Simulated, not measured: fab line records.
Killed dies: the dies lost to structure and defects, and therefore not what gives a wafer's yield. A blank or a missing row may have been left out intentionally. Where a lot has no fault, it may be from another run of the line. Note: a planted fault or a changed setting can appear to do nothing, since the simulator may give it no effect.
2 desks looking at one fault || flow gf180mcu || every desk sees just its own numbers, and what lay behind them comes last

== AT THE TOOL OWNER'S DESK: pvd sputter-03 ==
At GF_M3_SPUTTER_04 (material TiN, target thk 50 nm, time 41.7 s) the tool's own readings: per lot run on this tool, the mean of the sampled wafers that have a number. Any lot whose mean is over 4 standard deviations away from the usual mean is out of limits and marked OUT; that distance is given in the brackets.
Columns: A = chamber pressure pa at GF_M3_SPUTTER_04, usual 0.4000 Pa; B = throttle valve pct at GF_M3_SPUTTER_04, usual 30.4 %
{"lot": "L281", "first seen here": "day 21 09:43", "A": 0.3994, "B": 30.7}
{"lot": "L284", "first seen here": "day 22 04:56", "A": 0.3997, "B": 30.8}
{"lot": "L285", "first seen here": "day 22 16:38", "A": "0.3854 (-21) OUT", "B": 30.8}
{"lot": "L288", "first seen here": "day 23 20:36", "A": "0.3931 (-9.7) OUT", "B": 30.7}
{"lot": "L301", "first seen here": "day 27 16:49", "A": 0.3996, "B": 30.5}
Finding of this desk: L285, L288 out of limits; the first was L285 at day 22 16:38, on chamber pressure pa at GF_M3_SPUTTER_04. Within limits: L281, L284, L301.

== AT THE METROLOGY DESK ==
Lot by lot, what the gauges showed, no matter which tool ran the lot: averages of those sampled wafers that carry a number. Any lot whose mean is over 4 standard deviations away from the usual mean is out of limits and marked OUT; that distance is given in the brackets.
Columns: A = V2_W_RS at GF_V2_RS_MEAS_24, usual 0.314 ohm/sq; B = V2_W_THK at GF_V2_THK_MEAS_25, usual 378 nm; C = M3_ALCU_RS at GF_M3_RS_MEAS_05, usual 0.0696 ohm/sq
{"lot": "L281", "first seen here": "day 21 09:03", "A": 0.322, "B": 367, "C": 0.0699}
{"lot": "L284", "first seen here": "day 22 04:20", "A": 0.311, "B": 382, "C": 0.0715}
{"lot": "L285", "first seen here": "day 22 15:59", "A": 0.313, "B": 378, "C": 0.0676}
{"lot": "L288", "first seen here": "day 23 19:58", "A": 0.311, "B": 386, "C": 0.0698}
{"lot": "L290", "first seen here": "day 24 11:04", "A": 0.312, "B": 376, "C": 0.0711}
{"lot": "L301", "first seen here": "day 27 16:10", "A": 0.310, "B": 376, "C": 0.0689}
This desk's verdict: no lot among the 6 shows anything out of limits.

== PUT TOGETHER ==
At day 22 16:38, on L285, L288, the tool owner's desk was in a position to raise an alarm.
The metrology desk saw nothing out of limits.
The metrology desk holds a record of L285, L288, inside its limits.
The lots listed all ran GF_M3_SPUTTER_04 on pvd sputter-03.

== WHAT HAD BEEN PUT IN BY THE SIMULATOR ==
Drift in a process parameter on pvd sputter-03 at GF_M3_SPUTTER_04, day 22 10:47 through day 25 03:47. The setting chamber pressure pa was moved by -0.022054, starting from 0.4. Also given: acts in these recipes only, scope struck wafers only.
Lots struck among those shown: L285, L288.
Delay in hours, fault start to first out-of-limits reading, by desk: the tool owner's desk at 6.
